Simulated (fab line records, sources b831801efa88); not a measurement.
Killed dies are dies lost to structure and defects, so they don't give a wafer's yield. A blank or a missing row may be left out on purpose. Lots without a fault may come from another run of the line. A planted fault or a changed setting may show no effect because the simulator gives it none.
Which tool did it? | flow sky130 | 12 lots, 36 wafers sampled, at 5 steps of a route of 708

WHAT THE GAUGES READ, wafer by wafer
SKY_POLY_GATE_THK_MEAS_21.
lot  | measured     | on            | POLY_GATE_OXIDATION_THK (nm)
L232 | day 16 08:22 | film_metro-01 | 4.17 4.17 4.12
L233 | day 17 05:17 | film_metro-02 | 4.05 4.03 4.07
L234 | day 17 13:53 | film_metro-02 | 4.06 3.99 4.01
L237 | day 18 07:13 | film_metro-04 | 4.12 4.08 4.13
L236 | day 18 15:23 | film_metro-02 | 3.90 3.95 3.99
L245 | day 22 04:20 | film_metro-02 | 3.95 4.02 4.03
L246 | day 22 16:13 | film_metro-04 | 3.89 4.03 4.01
L248 | day 23 10:10 | film_metro-01 | 4.05 3.99 4.06
L249 | day 24 02:59 | film_metro-02 | 4.10 4.11 4.07
L250 | day 24 09:06 | film_metro-01 | 4.06 4.11 4.05
L254 | day 24 23:29 | film_metro-02 | 4.00 3.95 4.08
L255 | day 25 09:14 | film_metro-01 | 3.96 4.03 3.97

SKY_LI_CONTACT_RS_MEAS_22: measures by four-point-probe.
lot  | measured     | on            | LI_CONTACT_W_RS (ohm/sq)
L232 | day 29 04:02 | film_metro-01 | 0.284 0.286 0.283
L233 | day 30 01:07 | film_metro-04 | 0.297 0.293 0.293
L234 | day 30 07:22 | film_metro-02 | 0.290 0.292 0.290
L237 | day 31 03:28 | film_metro-04 | 0.293 0.288 0.292
L236 | day 31 06:38 | film_metro-01 | 0.291 0.293 0.292
L245 | day 34 12:04 | film_metro-02 | 0.275 0.293 0.295
L246 | day 34 19:47 | film_metro-04 | 0.278 0.289 0.289
L248 | day 35 12:54 | film_metro-02 | 0.281 0.287 0.285
L249 | day 36 04:18 | film_metro-02 | 0.288 0.292 0.286
L250 | day 36 09:35 | film_metro-02 | 0.289 0.291 0.288
L254 | day 36 22:01 | film_metro-01 | 0.289 0.289 0.290
L255 | day 37 04:59 | film_metro-02 | 0.288 0.286 0.288

SKY_LI_CONTACT_THK_MEAS_23: measures by xrf.
lot  | measured     | on            | LI_CONTACT_W_THK (nm)
L232 | day 29 04:10 | film_metro-01 | 395 392 399
L233 | day 30 01:14 | film_metro-04 | 376 378 382
L234 | day 30 07:29 | film_metro-02 | 389 383 387
L237 | day 31 03:35 | film_metro-04 | 382 386 382
L236 | day 31 06:44 | film_metro-01 | 387 384 386
L245 | day 34 12:11 | film_metro-02 | 412 384 381
L246 | day 34 19:53 | film_metro-04 | 403 383 384
L248 | day 35 13:01 | film_metro-02 | 399 390 394
L249 | day 36 04:25 | film_metro-02 | 387 384 388
L250 | day 36 09:43 | film_metro-02 | 385 382 385
L254 | day 36 22:08 | film_metro-01 | 388 385 386
L255 | day 37 05:05 | film_metro-02 | 391 391 387

SKY_METAL1_OVL_MEAS_16.
lot  | measured     | on         | METAL1_OVL (nm)
L232 | day 32 19:34 | overlay-01 | -1 -15 -6
L233 | day 33 16:39 | overlay-02 | 1 -5 5
L234 | day 33 21:33 | overlay-02 | -11 2 -5
L237 | day 34 16:48 | overlay-01 | -1 0 0
L236 | day 34 20:58 | overlay-02 | -10 -7 -6
L245 | day 37 23:03 | overlay-02 | -7 1 0
L246 | day 38 06:37 | overlay-02 | -1 4 3
L248 | day 38 23:26 | overlay-01 | -6 -9 -2
L249 | day 39 13:54 | overlay-02 | -6 -7 -2
L250 | day 39 19:10 | overlay-01 | -8 -21 -14
L254 | day 40 06:45 | overlay-02 | -4 -12 -12
L255 | day 40 14:06 | overlay-01 | -15 -11 -7

WHICH TOOL RAN EACH LOT (tool, then ch and the chambers of the sampled wafers, then the start)
lot  | SKY_LI_CONTACT_CVD_21
L232 | cvd_w-02 ch 0,1, day 29 03:55
L233 | cvd_w-01 ch 0,1, day 30 00:59
L234 | cvd_w-01 ch 0,1, day 30 07:15
L237 | cvd_w-01 ch 0,1, day 31 03:20
L236 | cvd_w-01 ch 0,1, day 31 06:31
L245 | cvd_w-01 ch 0,1, day 34 11:56
L246 | cvd_w-01 ch 0,1, day 34 19:40
L248 | cvd_w-02 ch 1, day 35 12:40
L249 | cvd_w-02 ch 1, day 36 04:03
L250 | cvd_w-02 ch 1, day 36 09:20
L254 | cvd_w-02 ch 0,1, day 36 21:53
L255 | cvd_w-02 ch 1, day 37 04:50
- SKY_LI_CONTACT_CVD_21: deposits W, target thk 400 nm, time 120.56 s.

WHAT THE TOOLS THEMSELVES READ (means of the sampled wafers that have a number; where no wafer has one, the mark that the record gives instead)
SKY_LI_CONTACT_CVD_21.
lot  | tool     | heater_power_w (W)
L232 | cvd_w-02 | 799
L233 | cvd_w-01 | 765
L234 | cvd_w-01 | 751
L237 | cvd_w-01 | 731
L236 | cvd_w-01 | 745
L245 | cvd_w-01 | 766
L246 | cvd_w-01 | 769
L248 | cvd_w-02 | 842
L249 | cvd_w-02 | 843
L250 | cvd_w-02 | 828
L254 | cvd_w-02 | 792
L255 | cvd_w-02 | 866

THE ANSWER, worked out from the rows above alone
Rule: what is usual is taken from the lots themselves. Put in order of their means at a reading, lots are off if they are a third of the lots or fewer, leave a main group of 4 or more, and stand apart from it by a gap of 3 or more times the standard deviation of the main group's means; of several such gaps the widest counts. A main group whose means are all the same, to the digits that the tables above print for the reading, isn't used. A lot without any number at a reading at which 4 lots or more have one is off too. The other lots that the step has rows for count as sound. The gauges are gone through in route order, then the tools' own readings, and for those a lot's mean is taken as printed above. The first step at which some lot is off is used, and at that step the reading that is off furthest; a lot without a number counts as furthest.
No lot is off at any reading shown: from this, nothing can be told.

WHAT THE SIMULATOR HAD PUT IN
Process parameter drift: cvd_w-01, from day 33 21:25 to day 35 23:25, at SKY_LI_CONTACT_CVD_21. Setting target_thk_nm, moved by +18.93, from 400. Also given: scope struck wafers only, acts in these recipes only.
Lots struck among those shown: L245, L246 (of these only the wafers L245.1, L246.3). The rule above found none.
